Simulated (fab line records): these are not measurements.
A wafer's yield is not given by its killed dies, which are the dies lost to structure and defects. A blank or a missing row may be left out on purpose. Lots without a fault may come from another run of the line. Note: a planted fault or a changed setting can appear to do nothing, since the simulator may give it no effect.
Code-filled problem report in 8D (eight disciplines) form    flow sky130    the parts of the form that need people (team, actions taken, sign-off) are left out

1. PROBLEM STATEMENT
Wafers without a fault read 596.1 W, standard deviation 2.2; rf_fwd_power_W at SKY_FIELD_ISO_ETCH_17 reads a mean of 500.1 W on 9 wafers belonging to 3 lots. Relative to the usual mean, that is a shift of -44 standard deviations.
The step: etches Si in HBr/Cl2/O2, target depth 342 nm, time 97.7 s.
First seen on wafer L350.1, day 4 02:40, on rie_si-01. Wafers with a number at this step in the record: 36, from 12 lots. The rule behind "out" and "out of limits": a value lying over 4 standard deviations away from the usual mean. The other wafers with a number count as sound.

2. WHAT IT IS AND WHAT IT IS NOT
question                     is                              is not
which readings at this step  rf_fwd_power_W, oes_product_au  chamber_pressure_mTorr, drypump_motor_current_A, he_backside_leak_sccm, mfc_cl2_sccm
which lots                   L350, L354, L356                L346, L348, L349, L351, L361, L363, L364, L365, L367
which wafers of those lots   all that have a number          -
read on which tools          rie_si-01                       rie_si-02
when                         from day 4 02:40                up to then (12 sound wafers); but 15 sound wafers of L361, L363, L364, L365, L367 came after

3. SUSPECTS, AND WHAT RULES EACH OUT
Counting: any tool at a process step up to the reading is kept as a suspect provided that every lot that is out went through it and no sound lot did after the first of them.
- rie_si-01 at SKY_FIELD_ISO_ETCH_17 (etches Si in HBr/Cl2/O2, target depth 342 nm, time 97.7 s): kept. All lots that are out passed through it, beginning with L350 at day 4 02:40, and no sound lot followed; its final sound lot before that point was L349 at day 4 01:41. On those wafers its own readings are out: oes_product_au, rf_fwd_power_W.
The count leaves rie_si-01 at SKY_FIELD_ISO_ETCH_17.

4. THE CAUSE (what the simulator had put in)
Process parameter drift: rie_si-01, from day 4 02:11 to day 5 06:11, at SKY_FIELD_ISO_ETCH_17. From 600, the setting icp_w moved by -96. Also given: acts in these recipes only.
Counting left only this tool.

5. THE EFFECT CHAIN, in route order
One row per reading whose mean, taken over the struck wafers that have a number, lies over 3 standard deviations from the usual. Only readings for which the record gives a usual standard deviation are gone through. hours: the time from each lot's start at the first step in this table that gives one to its start at this step, as a median over the lots. sigmas: the change in usual standard deviations.
hours  step                   reading             usual       on struck wafers  change  sigmas
0      SKY_FIELD_ISO_ETCH_17  oes_product_au      0.998 a.u.  0.941             -0.057  -6.6
0      SKY_FIELD_ISO_ETCH_17  rf_fwd_power_W      596.1 W     500.1             -96.0   -44
0      SKY_FIELD_ISO_ETCH_17  throttle_valve_pct  25.657 %    25.695            +0.038  +3.8
The process steps in it:
- SKY_FIELD_ISO_ETCH_17: etches Si in HBr/Cl2/O2, target depth 342 nm, time 97.7 s.
Later steps that measure or inspect, where all struck wafers having a row at the step show a number for every such reading and not one has moved that far: SKY_VT_ADJUST_HVTP_TW_MEAS_11.

6. WHAT WOULD HAVE CAUGHT IT SOONER
First out-of-limits reading in this record: day 4 02:40, which is 0 hours after fault onset at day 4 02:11.
